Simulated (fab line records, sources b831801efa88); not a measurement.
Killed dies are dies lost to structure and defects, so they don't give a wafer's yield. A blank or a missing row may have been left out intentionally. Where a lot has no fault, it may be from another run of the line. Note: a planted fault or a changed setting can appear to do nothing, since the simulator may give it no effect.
A struck lot beside a sound one | flow sky130 | 22 steps out of a route of 708
Sound: these wafers, L854.2, L854.3, L854.4. Struck: wafer L849.5 (L849.4, L849.6, from the same lot, were not struck and are left out); the cause is given at the end.
Order at every step that has rows: each side's tool, ch and its chambers, its first start. Under that, the readings that differ: sound wafers | struck wafers | difference of the means | sigmas: that difference in standard deviations of wafers without a fault.
alike: readings with means less than 2 such deviations apart, plus words and numbers identical on both sides. not compared: withheld readings, readings lacking a value on some wafer, bounds such as >300 that could conceal the same value, and numbers that have no deviation in the record and whose values overlap.
A row with sigmas, a row that says differs or no value, or rows on one side alone: a step with any of these is where the two part. When numbers do not overlap yet have no deviation, they are printed without sigmas and do not part them. Lack of a reading on every wafer of one side parts them only where that side has two or more wafers.

first, 6 steps without rows for these wafers: SKY_VT_ADJUST_LVTN_HMDS_12 (prime time 60 s); SKY_VT_ADJUST_LVTN_COAT_13 (resist thk 1140 nm); SKY_VT_ADJUST_LVTN_SOFTBAKE_14 (time 60 s); SKY_VT_ADJUST_LVTN_EXPOSE_15 (exposes mask HVN STD DERIVED, target cd 600 nm); SKY_VT_ADJUST_LVTN_PEB_16; SKY_VT_ADJUST_LVTN_DEVELOP_17 (develop time 60 s).
SKY_VT_ADJUST_LVTN_OVL_MEAS_18:
  sound on overlay-01 at day 13 05:23; struck on overlay-02 at day 10 17:34
  reading                    | sound        | struck | difference | sigmas
  VT_ADJUST_LVTN_01_OVL (nm) | 1.4 2.1 -0.4 | -3.5   | -4.5       | -3
following that, these wafers have no rows for 1 step: SKY_VT_ADJUST_LVTN_IMPLANT_19.
SKY_VT_ADJUST_LVTN_STRIP_20: strips in O2/N2.
  sound on plasma asher-04 ch 0,1, day 13 05:34; struck on plasma asher-01 ch 1, day 10 17:46
  alike: drypump motor current A, oes product au, strip time to endpoint s
  not compared: rf hours counter h
SKY_VT_ADJUST_LVTN_TW_MEAS_21:
  sound on film metro-04 at day 13 05:41; struck on film metro-01 at day 10 17:52
  alike: VT_ADJUST_LVTN_2_TW
then, 2 steps without rows for these wafers: SKY_VT_ADJUST_NCORE_DEHYDRATE_00 (time 60 s); SKY_VT_ADJUST_NCORE_HMDS_01 (prime time 60 s).
SKY_VT_ADJUST_NCORE_COAT_02: resist thk 1140 nm.
  sound on litho track-02 ch 0, day 13 19:27; struck on litho track-02 ch 0, day 11 06:15
  reading                                              | sound          | struck | difference | sigmas
  model.NOVOLAK_of_VT_ADJUST_NCORE_COAT_02.thk nm (nm) | 1134 1138 1136 | 1194   | +58        |
then, 3 steps without rows for these wafers: SKY_VT_ADJUST_NCORE_SOFTBAKE_03 (time 60 s); SKY_VT_ADJUST_NCORE_EXPOSE_04 (exposes mask LVTN COMPLEMENT THIN, target cd 380 nm); SKY_VT_ADJUST_NCORE_PEB_05.
SKY_VT_ADJUST_NCORE_DEVELOP_06: develop time 60 s.
  sound on litho track-02 ch 0, day 14 08:03; struck on litho track-04 ch 0, day 11 17:16
  reading                                              | sound          | struck | difference | sigmas
  model.NOVOLAK_of_VT_ADJUST_NCORE_COAT_02.thk nm (nm) | 1134 1137 1135 | 1194   | +59        |
SKY_VT_ADJUST_NCORE_CD_MEAS_07: target cd 380 nm.
  sound on cd sem-01 at day 14 08:11; struck on cd sem-02 at day 11 17:23
  alike: cd nm
SKY_VT_ADJUST_NCORE_OVL_MEAS_08:
  sound on overlay-02 at day 14 08:18; struck on overlay-01 at day 11 17:28
  alike: VT_ADJUST_NCORE_OVL
following that, these wafers have no rows for 1 step: SKY_VT_ADJUST_NCORE_IMPLANT_09.
SKY_VT_ADJUST_NCORE_STRIP_10: strips in O2/N2.
  sound on plasma asher-03 ch 0,1, day 14 08:29; struck on plasma asher-02 ch 1, day 11 17:40
  reading                      | sound             | struck | difference | sigmas
  drypump motor current A (A)  | 5.2 5.6 5.2       | 6.1    | +0.8       | +2
  strip time to endpoint s (s) | 14.12 14.15 14.13 | 14.77  | +0.64      | +16
  alike: oes product au
  not compared: rf hours counter h
SKY_VT_ADJUST_NCORE_TW_MEAS_11:
  sound on film metro-04 at day 14 08:35; struck on film metro-02 at day 11 17:46
  reading            | sound             | struck | difference | sigmas
  VT_ADJUST_NCORE_TW | 219.6 218.4 219.1 | 216.6  | -2.4       | -2

## WHERE THEY PART
Last at SKY_VT_ADJUST_NCORE_TW_MEAS_11 as far as this record goes, first at SKY_VT_ADJUST_LVTN_OVL_MEAS_18.

WHY: the cause the simulator had injected
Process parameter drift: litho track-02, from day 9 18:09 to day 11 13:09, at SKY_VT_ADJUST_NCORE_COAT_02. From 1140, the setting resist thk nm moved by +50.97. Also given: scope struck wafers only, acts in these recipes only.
